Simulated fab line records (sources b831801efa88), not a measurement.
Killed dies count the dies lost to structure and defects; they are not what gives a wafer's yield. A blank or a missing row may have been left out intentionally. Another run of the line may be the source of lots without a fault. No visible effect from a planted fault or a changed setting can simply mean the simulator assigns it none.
Matching of chambers ; flow gf180mcu ; 4 sister chambers for GF_V3_CMP_26 on cmp-01
The step polishes, stops on SiO2, t overpolish 15 s, target thk 0 nm. 4 wafers are shown with their chamber, then 10 later ones without.

== WAFERS, EACH WITH ITS CHAMBER ==
wafer;chamber;motor current A (A)
L206.2;2;10.7
L207.3;3;10.3
L208.1;0;11.8
L208.5;1;12.2

== WAFERS MISSING THEIR CHAMBER ==
wafer;motor current A (A)
L208.6;10.1
L209.2;11.6
L209.3;10.3
L209.4;10.5
L210.3;12.7
L210.4;10.4
L210.5;11.7
L211.3;11.7
L211.4;9.9
L211.6;10.3

== EACH ONE'S CHAMBER ==
wafer;from the rows above;in truth
L208.6;can't be placed: 3 or 2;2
L209.2;can't be placed: 0 or 1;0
L209.3;can't be placed: 3 or 2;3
L209.4;can't be placed: 2 or 3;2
L210.3;can't be placed: 1 or 0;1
L210.4;can't be placed: 3 or 2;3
L210.5;can't be placed: 0 or 1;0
L211.3;can't be placed: 0 or 1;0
L211.4;can't be placed: 3 or 2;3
L211.6;can't be placed: 3 or 2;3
Correctly placed: 0 of 10. Unplaceable from these rows: 10, with the true chamber sitting among the candidates in 10. Number placed wrongly: 0.
How it was worked out, from the rows above alone: a wafer's distance from a chamber is the root of the sum, over the readings, of the square of ((its reading less the chamber's mean) divided by the reading's scatter). The wafer belongs to the nearest chamber; if the next one is less than 2 further off, it can't be placed. A chamber's mean is the mean of its shown wafers. The scatter: root of mean squared gap, hidden wafer to nearest shown wafer, with one shown wafer a chamber.
